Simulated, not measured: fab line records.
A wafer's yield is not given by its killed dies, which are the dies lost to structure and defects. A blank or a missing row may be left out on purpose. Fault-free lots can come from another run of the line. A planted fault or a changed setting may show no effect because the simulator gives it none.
Which of the tools did it? / flow sky130 / 36 wafers from 12 lots sampled at 2 of the route's 708 steps

== WHAT EACH GAUGE READ, for each wafer ==
SKY_METAL1_CD_MEAS_15 targets a cd of 140 nm.
lot=L075; measured=day 34 08:13; on=cd sem-01; cd nm (nm)=139.3 142.3 141.3
lot=L076; measured=day 35 01:18; on=cd sem-02; cd nm (nm)=141.9 140.0 141.7
lot=L079; measured=day 35 14:35; on=cd sem-02; cd nm (nm)=140.2 138.6 140.4
lot=L081; measured=day 36 06:11; on=cd sem-01; cd nm (nm)=138.7 137.6 137.6
lot=L083; measured=day 36 21:26; on=cd sem-01; cd nm (nm)=139.9 139.0 138.5
lot=L085; measured=day 37 13:03; on=cd sem-01; cd nm (nm)=141.6 140.6 139.5
lot=L087; measured=day 38 08:01; on=cd sem-01; cd nm (nm)=140.6 140.1 139.4
lot=L089; measured=day 38 20:10; on=cd sem-01; cd nm (nm)=139.7 141.3 140.7
lot=L091; measured=day 39 03:14; on=cd sem-01; cd nm (nm)=140.3 138.4 139.5
lot=L093; measured=day 39 18:08; on=cd sem-02; cd nm (nm)=142.0 142.1 139.0
lot=L096; measured=day 40 07:04; on=cd sem-02; cd nm (nm)=140.0 140.3 139.9
lot=L097; measured=day 40 16:56; on=cd sem-01; cd nm (nm)=139.9 141.0 140.3

== TOOL THAT RAN EACH LOT (tool first, then ch and the chambers of the sampled wafers, then the start) ==
lot=L075; SKY_CONTACT_ETCH_18=rie diel-04 ch 0,1,3, day 34 08:13 or earlier
lot=L076; SKY_CONTACT_ETCH_18=rie diel-02 ch 0,1,2, day 35 01:18 or earlier
lot=L079; SKY_CONTACT_ETCH_18=rie diel-01 ch 0,1,3, day 35 14:35 or earlier
lot=L081; SKY_CONTACT_ETCH_18=rie diel-02 ch 0,1, day 36 06:11 or earlier
lot=L083; SKY_CONTACT_ETCH_18=rie diel-01 ch 1,2, day 36 21:26 or earlier
lot=L085; SKY_CONTACT_ETCH_18=rie diel-02 ch 2,3, day 37 13:03 or earlier
lot=L087; SKY_CONTACT_ETCH_18=rie diel-01 ch 1,2, day 38 08:01 or earlier
lot=L089; SKY_CONTACT_ETCH_18=rie diel-04 ch 0,1,3, day 38 20:10 or earlier
lot=L091; SKY_CONTACT_ETCH_18=rie diel-01 ch 0,2,3, day 39 03:14 or earlier
lot=L093; SKY_CONTACT_ETCH_18=rie diel-04 ch 2,3, day 39 18:08 or earlier
lot=L096; SKY_CONTACT_ETCH_18=rie diel-04 ch 0,2, day 40 07:04 or earlier
lot=L097; SKY_CONTACT_ETCH_18=rie diel-01 ch 0,1,2, day 40 16:56 or earlier
- SKY_CONTACT_ETCH_18: etches Si3N4 in CHF3/O2, stops on TiN, time 39 s, target depth 75 nm.

== THE ANSWER, worked out from the rows above alone ==
Rule: what is usual is taken from the lots themselves. The widest of any qualifying gaps counts: lots, ordered by their means at a reading, are off when they make up no more than a third of the lots, leave a main group of 4 or more, and stand apart from it by 3 or more times the standard deviation of that group's means. A main group whose means are all the same, to the digits that the tables above print for the reading, isn't used. A lot without any number at a reading at which 4 lots or more have one is off too. Where the step has rows for the other lots, those lots are counted as sound.
No lot is off on any of the readings shown, so nothing can be concluded from this.

== WHAT WAS PUT IN BY THE SIMULATOR ==
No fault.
